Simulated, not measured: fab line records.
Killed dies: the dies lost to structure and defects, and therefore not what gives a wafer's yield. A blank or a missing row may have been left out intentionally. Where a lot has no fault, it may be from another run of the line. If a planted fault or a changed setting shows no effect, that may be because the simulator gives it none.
Which tool was responsible?	flow sky130	14 lots with 42 wafers sampled at 4 steps, on a route of 708 steps

WHAT THE GAUGES SHOWED, per wafer
SKY_SD_P_TW_MEAS_11.
lot	measured	on	SD_P_TW
L721	day 25 21:45	film metro-01	2794 2803 2791
L722	day 25 23:59	film metro-02	2816 2829 2820
L723	day 26 19:35	film metro-03	2843 2836 2835
L727	day 27 19:12	film metro-02	2822 2824 2826
L728	day 28 09:06	film metro-01	2788 2779 2794
L731	day 29 00:39	film metro-02	2821 2814 2813
L732	day 29 09:40	film metro-01	2818 2808 2795
L733	day 29 21:05	film metro-01	2811 2810 2817
L736	day 31 04:17	film metro-03	2844 2846 2865
L739	day 31 20:31	film metro-02	2832 2829 2834
L738	day 31 20:49	film metro-03	2835 2852 2847
L740	day 32 02:29	film metro-01	2804 2784 2784
L742	day 32 20:14	film metro-02	2830 2851 2839
L743	day 33 04:31	film metro-01	2789 2794 2780

SKY_SD_N_OVL_MEAS_08.
lot	measured	on	SD_N_OVL (nm)
L721	day 28 08:13	overlay-02	-3.4 -1.7 -0.8
L722	day 28 09:43	overlay-02	1.1 1.1 1.1
L723	day 29 03:57	overlay-02	1.8 2.9 0.9
L727	day 30 04:10	overlay-01	-0.4 -1.2 -0.6
L728	day 30 17:24	overlay-01	0.0 0.0 -0.5
L731	day 31 08:28	overlay-02	1.8 1.6 1.7
L732	day 31 16:38	overlay-02	1.7 0.4 0.6
L733	day 32 03:00	overlay-02	0.2 1.3 0.7
L736	day 33 10:01	overlay-02	-0.5 -0.6 -2.2
L739	day 34 02:24	overlay-01	0.4 -2.0 -2.5
L738	day 34 03:25	overlay-01	3.6 3.2 2.4
L740	day 34 08:05	overlay-02	-1.8 -1.9 -1.8
L742	day 35 00:48	overlay-01	-1.8 -1.4 -1.8
L743	day 35 08:44	overlay-01	-0.1 -1.4 -3.2

SKY_LOCAL_INTERCONNECT_OVL_MEAS_12.
lot	measured	on	LOCAL_INTERCONNECT_OVL (nm)
L721	day 30 20:01	overlay-01	0 4 -5
L722	day 30 21:00	overlay-02	4 10 3
L723	day 31 14:43	overlay-01	2 5 -4
L727	day 32 14:52	overlay-01	5 2 11
L728	day 33 02:37	overlay-01	-2 -3 4
L731	day 33 17:31	overlay-02	-5 1 -2
L732	day 34 02:32	overlay-02	7 -2 6
L733	day 34 11:38	overlay-02	4 7 11
L736	day 35 15:58	overlay-02	6 7 9
L739	day 36 10:07	overlay-02	9 5 5
L738	day 36 11:25	overlay-02	-1 4 0
L740	day 36 14:17	overlay-02	-4 6 -11
L742	day 37 10:23	overlay-02	2 3 1
L743	day 37 16:17	overlay-02	4 5 6

TOOL THAT RAN EACH LOT (tool first, then ch and the chambers of the sampled wafers, then the start)
lot	SKY_LOCAL_INTERCONNECT_DEVELOP_10
L721	litho track-04 ch 0, day 30 19:00
L722	litho track-03 ch 0, day 30 20:00
L723	litho track-04 ch 0, day 31 14:00
L727	litho track-04 ch 0, day 32 14:00
L728	litho track-02 ch 0, day 33 02:00
L731	litho track-04 ch 0, day 33 17:00
L732	litho track-04 ch 0, day 34 02:00
L733	litho track-03 ch 0, day 34 11:00
L736	litho track-02 ch 0, day 35 15:00
L739	litho track-02 ch 0, day 36 09:00
L738	litho track-04 ch 0, day 36 11:00
L740	litho track-04 ch 0, day 36 14:00
L742	litho track-04 ch 0, day 37 07:00
L743	litho track-04 ch 0, day 37 16:00
- SKY_LOCAL_INTERCONNECT_DEVELOP_10: develop time 60 s.

WHAT THE TOOLS THEMSELVES READ (means of the sampled wafers that have a number; where no wafer has one, the mark that the record gives instead)
SKY_LOCAL_INTERCONNECT_DEVELOP_10.
lot	tool	developer temp C (C)	exhaust pa (Pa)
L721	litho track-04	21.10	46.0
L722	litho track-03	20.93	44.2
L723	litho track-04	21.10	45.0
L727	litho track-04	20.25	45.4
L728	litho track-02	21.05	45.6
L731	litho track-04	20.23	45.5
L732	litho track-04	20.17	45.7
L733	litho track-03	21.03	44.3
L736	litho track-02	20.99	45.1
L739	litho track-02	21.07	44.2
L738	litho track-04	21.04	44.7
L740	litho track-04	20.92	44.5
L742	litho track-04	20.95	45.4
L743	litho track-04	21.01	44.6

THE ANSWER, worked out from the rows above alone
Rule: the usual values come from the lots themselves. Put in order of their means at a reading, lots are off if they are a third of the lots or fewer, leave a main group of 4 or more, and stand apart from it by a gap of 3 or more times the standard deviation of the main group's means; of several such gaps the widest counts. Not used: any main group whose means are identical at the precision the tables above print for the reading. A lot without any number at a reading at which 4 lots or more have one is off too. Where the step has rows for the other lots, those lots are counted as sound. After the gauges, taken in route order, come the tools' own readings; for these a lot's mean is taken, as printed above. The first step at which some lot is off is used, and at that step the reading that is off furthest; a lot without a number counts as furthest.
Off: L727, L731, L732 (SKY_LOCAL_INTERCONNECT_DEVELOP_10, developer temp C). Main group: mean 21.02 C, sd 0.061.
A tool fits if, at that step or a process step before it, it ran every lot that is off, and no sound lot after the first of them. Not one of the candidates tried fits.

WHAT THE SIMULATOR HAD PUT IN
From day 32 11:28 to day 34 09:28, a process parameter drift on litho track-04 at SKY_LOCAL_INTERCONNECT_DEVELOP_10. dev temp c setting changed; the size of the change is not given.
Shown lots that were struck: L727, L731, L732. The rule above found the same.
